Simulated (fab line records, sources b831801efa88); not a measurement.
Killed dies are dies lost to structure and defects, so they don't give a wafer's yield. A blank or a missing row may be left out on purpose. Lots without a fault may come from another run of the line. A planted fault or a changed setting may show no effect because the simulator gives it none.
A struck lot beside a sound one | flow sky130 | 16 steps out of a route of 708
Sound: wafers L723.1, L723.5, L723.6. Struck: wafer L732.6. (L732.4 of the same lot was not struck and is left out.) The cause comes at the end.
At each step with rows: each side's tool, then ch and its chambers, then its first start. Under that, the readings that differ: sound wafers | struck wafers | difference of the means | sigmas: that difference in standard deviations of wafers without a fault.
alike: readings whose means differ by less than 2 such deviations, and words and numbers that are the same on both sides. not compared: withheld readings, readings that some wafer has no value for, bounds like >300 that may hide the same value, and numbers for which the record gives no deviation and whose values overlap.
The two part at a step that has a row with sigmas, a row that says differs or no value, or rows on one side only. Numbers that don't overlap but have no deviation are shown without sigmas and don't part them. A reading that every wafer of one side lacks parts them only if that side has two wafers or more.

SKY_VIA2_BOW_MEAS_03:
  sound on film_metro-01, day 35 10:40; struck on film_metro-04, day 38 08:02
  alike: VIA2_BOW
then, 8 steps without rows for these wafers: SKY_VIA2_DEHYDRATE_04 (time 60 s); SKY_VIA2_HMDS_05 (prime time 60 s); SKY_VIA2_COAT_06 (resist thk 60 nm); SKY_VIA2_COAT_07 (resist thk 450 nm); SKY_VIA2_SOFTBAKE_08 (time 90 s); SKY_VIA2_EXPOSE_09 (exposes mask VIM2, target cd 200 nm); SKY_VIA2_PEB_10; SKY_VIA2_DEVELOP_11 (develop time 60 s).
SKY_VIA2_CD_MEAS_12: target cd 200 nm.
  sound on cd_sem-01, day 36 13:02; struck on cd_sem-02, day 39 08:11
  alike: cd_nm
SKY_VIA2_OVL_MEAS_13:
  sound on overlay-01, day 36 13:09; struck on overlay-02, day 39 08:16
  reading       | sound | struck | difference | sigmas
  VIA2_OVL (nm) | 1 3 3 | -13    | -15        | -3
SKY_VIA2_ETCH_14: etches BARC in N2/H2, stops on SiO2, time 45.9 s, target depth 60 nm.
  sound on rie_diel-04 ch 0,1,3, day 36 13:11; struck on rie_diel-04 ch 2, day 39 08:17
  alike: drypump_motor_current_A, h2_flow_sccm, oes_product_au, rf_fwd_power_W, run_length_s, throttle_valve_pct
  not compared: rf_hours_counter_h
SKY_VIA2_ETCH_15: etches SiO2 in C4F8/O2/Ar, stops on TiN, target depth 546 nm, time 84 s.
  sound on rie_diel-04 ch 0,1,3, day 36 13:13; struck on rie_diel-04 ch 2, day 39 08:20
  reading                                     | sound             | struck | difference | sigmas
  oes_product_au (a.u.)                       | 0.947 0.943 0.946 | 0.995  | +0.050     | +11
  run_length_s (s)                            | 111.8 111.7 112.2 | 101.2  | -10.7      | -26
  model.VIA2.feature_depth_nm (nm)            | 494.8 495.4 494.9 | 475.1  | -19.9      |
  model.etch.depth_nm (nm)                    | 494.8 495.4 494.9 | 475.1  | -19.9      |
  model.KrF-thick_of_VIA2_COAT_07.thk_nm (nm) | 283.2 283.3 282.8 | 300.1  | +17.0      |
  not compared: rf_fwd_power_W, rf_hours_counter_h
SKY_VIA2_STRIP_16: strips in O2/N2.
  sound on plasma_asher-03 ch 0,1, day 36 13:17; struck on plasma_asher-03 ch 0, day 39 08:25
  reading                      | sound             | struck | difference | sigmas
  oes_product_au (a.u.)        | 0.398 0.393 0.390 | 0.405  | +0.011     | +2
  strip_time_to_endpoint_s (s) | 4.053 4.049 4.029 | 4.233  | +0.189     | +8
  alike: drypump_motor_current_A
  not compared: rf_hours_counter_h
then, 1 step without rows for these wafers: SKY_VIA2_STRIP_17 (strips in post etch residue remover, time 1200 s).
-- the record jumps here: 9 days lie between the struck wafers' starts before and after (it left off in module VIA2 and takes up again in module PAD_OPEN, whose first step shown is number 708 of the route) --
SKY_PAD_OPEN_PROBE_99:
  sound on prober-02, day 45 22:56; struck on prober-02, day 48 04:46
  reading                               | sound             | struck  | difference | sigmas
  model.etest.tester.sort_n_pass        | 410 404 406       | 338     | -69        |
  model.etest.tester.sort_yield_pct (%) | 83.33 82.11 82.52 | 68.7    | -14.0      |
  model.etest.tester.sort_bin_5_pct (%) | 9.756 10.37 9.553 | 23.97   | +14.08     |
  model.etest.via2_chain.rc_ohm         | 9.351 10.45 9.863 | 14.77   | +4.88      |
  model.etest.tester.sort_bin_8_pct (%) | 0 0 0             | 0.00935 | +0.00935   |
  alike: defect_limited_yield, killed_at_M0_to_M3, killed_at_M4_up, killed_at_contacts, killed_at_front_end, killed_at_other, killed_dies, killed_open, killed_short

WHERE THEY PART
First at SKY_VIA2_OVL_MEAS_13; last, within this record, at SKY_VIA2_STRIP_16. Later steps at which nothing parts them and some readings are alike: SKY_PAD_OPEN_PROBE_99.

WHY: what the simulator had put in
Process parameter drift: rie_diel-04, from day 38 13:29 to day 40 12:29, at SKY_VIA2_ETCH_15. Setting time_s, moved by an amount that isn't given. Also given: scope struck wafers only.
